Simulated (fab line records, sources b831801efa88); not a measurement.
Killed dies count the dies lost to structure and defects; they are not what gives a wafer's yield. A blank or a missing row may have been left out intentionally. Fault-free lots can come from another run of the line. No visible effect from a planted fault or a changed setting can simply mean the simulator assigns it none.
2 desks looking at one fault :: flow gf180mcu :: what lay behind the numbers comes last; until then each desk has only its own

== FROM THE METROLOGY DESK ==
What the gauges read, lot by lot, whatever tool the lot ran on: means of the sampled wafers that have a number. A lot is out of limits, marked OUT, if its mean lies more than 4 standard deviations from the usual mean; the brackets give that distance.
Columns: A = INCOMING_BOW at GF_STI_BOW_MEAS_00, usual 0 um; B = STI_OXIDATION_THK at GF_STI_THK_MEAS_02, usual 9.74 nm; C = STI_CVD_03_THK at GF_STI_THK_MEAS_04, usual 207.7 nm; D = cdNm at GF_STI_CD_MEAS_12, usual 220.0 nm
lot: L859
first seen here: day 3 12:00
A: 1
B: 9.93
C: 209.6
D: 218.9

lot: L864
first seen here: day 4 13:00
A: 2
B: 9.96
C: 206.7
D: 219.3

lot: L865
first seen here: day 4 18:00
A: -5
B: 9.59
C: 208.8
D: 221.5

lot: L866
first seen here: day 4 23:01
A: -6
B: 9.53
C: 206.8
D: 244.9 (+25) OUT

lot: L868
first seen here: day 5 09:00
A: -5
B: 9.51
C: 208.6
D: 220.0

lot: L869
first seen here: day 5 14:01
A: 1
B: 9.54
C: 208.4
D: 243.2 (+23) OUT

lot: L871
first seen here: day 6 00:01
A: -2
B: 9.88
C: 207.6
D: 239.5 (+19) OUT
Finding of this desk: L866, L869, L871 out of limits; the first was L866 at day 5 17:26, on cdNm at GF_STI_CD_MEAS_12. L859, L864, L865, L868: within limits.

== FOR THE TOOL OWNER'S DESK: lithoTrack-02 ==
Per lot that ran on this tool, the mean of the sampled wafers carrying a number, from the tool's own readings at GF_STI_SOFTBAKE_08 (time 60 s). A lot is out of limits, marked OUT, if its mean lies more than 4 standard deviations from the usual mean; the brackets give that distance.
Columns: A = chillPlateTempC at GF_STI_SOFTBAKE_08, usual 23.02 C; B = heaterPowerTotalW at GF_STI_SOFTBAKE_08, usual 93.05 W; C = plateTempC at GF_STI_SOFTBAKE_08, usual 130.02 C
lot: L864
first seen here: day 4 23:45
A: 23.03
B: 93.09
C: 129.95

lot: L866
first seen here: day 5 09:53
A: 22.98
B: 80.63 (-99 or more) OUT
C: 116.66 (-95) OUT

lot: L869
first seen here: day 6 01:14
A: 23.04
B: 80.54 (-99 or more) OUT
C: 116.65 (-96) OUT

lot: L871
first seen here: day 6 11:02
A: 23.09
B: 80.61 (-99 or more) OUT
C: 116.74 (-95) OUT
Finding of this desk: L866, L869, L871 out of limits; the first was L866 at day 5 09:53, on heaterPowerTotalW at GF_STI_SOFTBAKE_08. L864: within limits.

== BROUGHT TOGETHER ==
At day 5 09:53, on L866, L869, L871, the tool owner's desk was in a position to raise an alarm.
On L866, L869, L871, the metrology desk was in a position to raise an alarm at day 5 17:26.
Every lot named ran GF_STI_SOFTBAKE_08 on lithoTrack-02.

== WHAT HAD BEEN PUT IN BY THE SIMULATOR ==
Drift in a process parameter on lithoTrack-02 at GF_STI_SOFTBAKE_08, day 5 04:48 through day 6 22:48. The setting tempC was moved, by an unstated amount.
Struck lots among those shown: L866, L869, L871.
Counting hours from when the fault started, the first reading out of limits came at 5 for the tool owner's desk and at 13 for the metrology desk.
